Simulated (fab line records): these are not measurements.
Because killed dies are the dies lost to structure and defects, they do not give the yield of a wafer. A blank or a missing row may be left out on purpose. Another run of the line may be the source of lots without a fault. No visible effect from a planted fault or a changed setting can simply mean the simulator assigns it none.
Which tool did it? / flow gf180mcu / 39 wafers from 13 lots sampled at 2 of the route's 602 steps

WHAT THE GAUGES READ, wafer by wafer
GF_SALICIDE_RS_MEAS_04: measures by four-point-probe. Usual: for SALICIDE_TIN_RS the level is 16.5 ohm/sq and the standard deviation is 0.38.
lot=L138; measured=day 15 05:05; on=film metro-01; SALICIDE_TIN_RS (ohm/sq)=16.8 16.2 16.7; flag=
lot=L139; measured=day 15 11:52; on=film metro-01; SALICIDE_TIN_RS (ohm/sq)=16.4 16.6 16.5; flag=
lot=L141; measured=day 16 09:57; on=film metro-01; SALICIDE_TIN_RS (ohm/sq)=16.4 16.6 16.5; flag=
lot=L142; measured=day 16 14:43; on=film metro-02; SALICIDE_TIN_RS (ohm/sq)=15.9 16.1 16.2; flag=
lot=L143; measured=day 16 19:44; on=film metro-02; SALICIDE_TIN_RS (ohm/sq)=16.2 16.5 16.7; flag=
lot=L145; measured=day 17 18:20; on=film metro-02; SALICIDE_TIN_RS (ohm/sq)=16.6 16.8 16.6; flag=
lot=L147; measured=day 18 09:26; on=film metro-04; SALICIDE_TIN_RS (ohm/sq)=16.6 16.5 16.6; flag=
lot=L150; measured=day 19 09:19; on=film metro-04; SALICIDE_TIN_RS (ohm/sq)=16.6 16.8 16.7; flag=
lot=L155; measured=day 21 02:14; on=film metro-02; SALICIDE_TIN_RS (ohm/sq)=16.8 16.8 16.9; flag=
lot=L156; measured=day 21 12:09; on=film metro-02; SALICIDE_TIN_RS (ohm/sq)=16.7 16.6 16.8; flag=
lot=L157; measured=day 21 21:46; on=film metro-02; SALICIDE_TIN_RS (ohm/sq)=16.5 16.4 16.4; flag=
lot=L160; measured=day 22 23:46; on=film metro-04; SALICIDE_TIN_RS (ohm/sq)=32.6 31.9 31.8; flag=OFF
lot=L161; measured=day 23 10:44; on=film metro-04; SALICIDE_TIN_RS (ohm/sq)=29.9 30.5 30.6; flag=OFF

TOOL THAT RAN EACH LOT (tool first, then ch and the chambers of the sampled wafers, then the start)
lot=L138; GF_SALICIDE_SPUTTER_02=pvd sputter-01, day 15 05:01
lot=L139; GF_SALICIDE_SPUTTER_02=pvd sputter-01, day 15 11:49
lot=L141; GF_SALICIDE_SPUTTER_02=pvd sputter-03, day 16 09:54
lot=L142; GF_SALICIDE_SPUTTER_02=pvd sputter-01, day 16 14:39
lot=L143; GF_SALICIDE_SPUTTER_02=pvd sputter-03, day 16 19:40
lot=L145; GF_SALICIDE_SPUTTER_02=pvd sputter-01, day 17 18:15
lot=L147; GF_SALICIDE_SPUTTER_02=pvd sputter-04, day 18 09:22
lot=L150; GF_SALICIDE_SPUTTER_02=pvd sputter-03, day 19 09:15
lot=L155; GF_SALICIDE_SPUTTER_02=pvd sputter-01, day 21 02:11
lot=L156; GF_SALICIDE_SPUTTER_02=pvd sputter-03, day 21 12:05
lot=L157; GF_SALICIDE_SPUTTER_02=pvd sputter-03, day 21 21:41
lot=L160; GF_SALICIDE_SPUTTER_02=pvd sputter-01, day 22 23:43
lot=L161; GF_SALICIDE_SPUTTER_02=pvd sputter-01, day 23 10:40
- GF_SALICIDE_SPUTTER_02: material Co, target thk 10 nm, time 20 s.

AS READ BY THE TOOLS THEMSELVES (means over the sampled wafers that have a number; for cases with no such wafer, the mark the record gives instead)
GF_SALICIDE_SPUTTER_02. Usual: throttle valve pct at 30.1 %, with a standard deviation of 0.94.
lot=L138; tool=pvd sputter-01; throttle valve pct (%)=30.5; flag=
lot=L139; tool=pvd sputter-01; throttle valve pct (%)=29.7; flag=
lot=L141; tool=pvd sputter-03; throttle valve pct (%)=30.3; flag=
lot=L142; tool=pvd sputter-01; throttle valve pct (%)=30.7; flag=
lot=L143; tool=pvd sputter-03; throttle valve pct (%)=30.4; flag=
lot=L145; tool=pvd sputter-01; throttle valve pct (%)=29.7; flag=
lot=L147; tool=pvd sputter-04; throttle valve pct (%)=29.9; flag=
lot=L150; tool=pvd sputter-03; throttle valve pct (%)=31.2; flag=
lot=L155; tool=pvd sputter-01; throttle valve pct (%)=29.9; flag=
lot=L156; tool=pvd sputter-03; throttle valve pct (%)=30.3; flag=
lot=L157; tool=pvd sputter-03; throttle valve pct (%)=29.4; flag=
lot=L160; tool=pvd sputter-01; throttle valve pct (%)=29.6; flag=
lot=L161; tool=pvd sputter-01; throttle valve pct (%)=31.3; flag=

THE ANSWER, worked out from the rows above alone
Rule: a lot counts as off when the mean over its wafers that have a number is more than 3 standard deviations away from the usual mean. A lot without any number at a reading at which 4 lots or more have one is off too. Where the step has rows for the other lots, those lots are counted as sound. Order of review: gauges by route order, followed by the tools' own readings, for which a lot's mean as printed above is used. At the first step where some lot is off, the reading lying furthest off is the one used; lots without a number count as furthest.
Off: at GF_SALICIDE_RS_MEAS_04 (SALICIDE_TIN_RS), L160, L161.
If a tool, at a process step before that reading, ran all the lots that are off and no sound lot after the first of them, it fits. Gauges at GF_SALICIDE_RS_MEAS_04: tried the same way as those tools. 2 tools fit, pvd sputter-01 at GF_SALICIDE_SPUTTER_02 and film metro-04 at GF_SALICIDE_RS_MEAS_04, so this cannot tell which one it is.

WHAT THE SIMULATOR HAD INSERTED
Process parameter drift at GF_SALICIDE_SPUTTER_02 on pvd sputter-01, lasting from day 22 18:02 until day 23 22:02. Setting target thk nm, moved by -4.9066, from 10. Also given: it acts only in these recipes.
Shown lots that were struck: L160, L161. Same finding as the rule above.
